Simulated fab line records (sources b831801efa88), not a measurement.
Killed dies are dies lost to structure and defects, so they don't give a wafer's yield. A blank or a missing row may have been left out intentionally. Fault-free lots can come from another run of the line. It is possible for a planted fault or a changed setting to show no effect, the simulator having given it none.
Which tool is to blame?	flow sky130	at 1 step of a route of 708, 12 lots with 36 wafers sampled

== WHAT THE GAUGES READ, wafer by wafer ==
SKY_VT_ADJUST_HVTR_OVL_MEAS_08.
lot	measured	on	VT_ADJUST_HVTR_OVL (nm)
L075	day 9 18:26	overlay-02	-1.5 0.0 -0.4
L077	day 10 09:39	overlay-01	-0.7 0.0 -0.8
L079	day 11 01:14	overlay-02	1.1 -1.2 0.5
L081	day 11 16:22	overlay-02	0.8 2.0 -0.8
L083	day 12 04:48	overlay-02	-0.8 1.5 1.9
L085	day 12 22:35	overlay-01	0.3 0.5 -0.3
L087	day 13 19:26	overlay-01	-0.5 -4.0 -2.1
L089	day 14 04:21	overlay-02	1.8 -0.3 0.2
L091	day 14 18:44	overlay-01	0.3 -1.4 -0.7
L093	day 15 11:15	overlay-02	2.9 1.6 1.0
L095	day 15 20:19	overlay-02	1.0 -1.5 -0.9
L097	day 16 14:29	overlay-02	0.6 0.3 1.2

== WHICH TOOL RAN EACH LOT (tool, then ch and the chambers of the sampled wafers, then the start) ==
No process step before these readings appears in the record.

== THE ANSWER, worked out from the rows above alone ==
Rule: the lots themselves supply what counts as usual. The widest of any qualifying gaps counts: lots, ordered by their means at a reading, are off when they make up no more than a third of the lots, leave a main group of 4 or more, and stand apart from it by 3 or more times the standard deviation of that group's means. A main group whose means are all the same, to the digits that the tables above print for the reading, isn't used. Also off: a lot with no number at a reading for which 4 or more lots have one. All remaining lots with rows at the step are treated as sound.
Nothing can be told from this: no lot is off at any reading shown.

== WHAT HAD BEEN PUT IN BY THE SIMULATOR ==
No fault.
